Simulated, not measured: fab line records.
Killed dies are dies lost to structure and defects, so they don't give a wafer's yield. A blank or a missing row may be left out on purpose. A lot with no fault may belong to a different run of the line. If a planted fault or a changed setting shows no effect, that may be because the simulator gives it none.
Shared-tool check ; flow sky130 ; 12 lots and 36 wafers in the sample

## WHY THIS WAS OPENED
Of 12 lots, 2 have the reading NWELL_01_OVL flagged at SKY_NWELL_OVL_MEAS_23. No-fault wafers: 1.4 nm, standard deviation 1.4.
Rule: a lot gets a flag if all its wafers with a number sit over 4 standard deviations from that mean, or if no wafer of it has a number. All remaining lots are regarded as sound.

lot;measured;on;NWELL_01_OVL (nm), wafer by wafer;flag
L568;day 5 08:29;overlay-02;-0.6 2.6 -0.5;
L569;day 5 13:00;overlay-02;-0.4 -1.0 -1.1;
L570;day 5 21:10;overlay-02;3.0 2.3 1.4;
L572;day 6 08:03;overlay-02;1.7 3.9 2.9;
L574;day 6 17:32;overlay-01;173.0 172.1 172.7;FLAGGED
L580;day 8 07:32;overlay-02;175.0 175.2 174.3;FLAGGED
L581;day 8 18:04;overlay-01;1.7 0.6 0.4;
L582;day 8 23:08;overlay-02;0.1 0.8 -1.1;
L583;day 8 23:18;overlay-01;1.5 0.9 3.9;
L584;day 9 07:39;overlay-02;0.2 0.1 -0.6;
L586;day 10 00:02;overlay-01;2.0 0.4 -0.7;
L588;day 10 11:11;overlay-01;2.1 1.9 3.5;
Flagged lots average 173.7 nm: +172.3 nm relative to the usual, that is +99 or more standard deviations.

## WHICH TOOL RAN EACH LOT
The record holds 1 process step before the reading, out of a route of 708 steps. Read each cell as the tool, then ch plus the chambers that the sampled wafers visited, then the start.
lot;flag;SKY_NWELL_EXPOSE_20
L568;;ilineStepper-01 ch 0, day 4 23:15
L569;;ilineStepper-01 ch 0, day 5 04:11
L570;;ilineStepper-02 ch 0, day 5 12:42
L572;;ilineStepper-01 ch 0, day 5 23:15
L574;FLAGGED;ilineStepper-02 ch 0, day 6 08:30
L580;FLAGGED;ilineStepper-02 ch 0, day 7 22:20
L581;;ilineStepper-01 ch 0, day 8 07:44
L582;;ilineStepper-01 ch 0, day 8 12:56
L583;;ilineStepper-01 ch 0, day 8 13:38
L584;;ilineStepper-01 ch 0, day 8 21:30
L586;;ilineStepper-01 ch 0, day 9 12:59
L588;;ilineStepper-01 ch 0, day 10 00:04
What these steps do:
- SKY_NWELL_EXPOSE_20: exposes mask NWM COMPLEMENT, target cd 840 nm.
- SKY_NWELL_OVL_MEAS_23

## FLAGGED OVER TOTAL, TOOL BY TOOL (the gauges that took the reading come last)
step;tool;lots run;flagged;share of the flagged lots;sound lots run after its first flagged lot
SKY_NWELL_EXPOSE_20;ilineStepper-01;9;0;none;-
SKY_NWELL_EXPOSE_20;ilineStepper-02;3;2;all;0
SKY_NWELL_OVL_MEAS_23;overlay-01;5;1;some;4 (L581,L583,L586,L588)
SKY_NWELL_OVL_MEAS_23;overlay-02;7;1;some;2 (L582,L584)

## THE TABLE: WHAT IT ALLOWS
All flagged lots share 1 row of the table, namely ilineStepper-02 at SKY_NWELL_EXPOSE_20.
- ilineStepper-02 at SKY_NWELL_EXPOSE_20: 2 of its 3 lots flagged. Its last sound lot is L570 (day 5 12:42), its first flagged lot L574 (day 6 08:30): a fault that began between those two fits.
One tool is left: ilineStepper-02 at SKY_NWELL_EXPOSE_20.

## WHAT HAD BEEN PUT IN BY THE SIMULATOR
Scanner matching overlay: ilineStepper-02, from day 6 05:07 on, at SKY_NWELL_EXPOSE_20. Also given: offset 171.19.
Struck lots among those shown: L574, L580. The rule above reached the same finding.
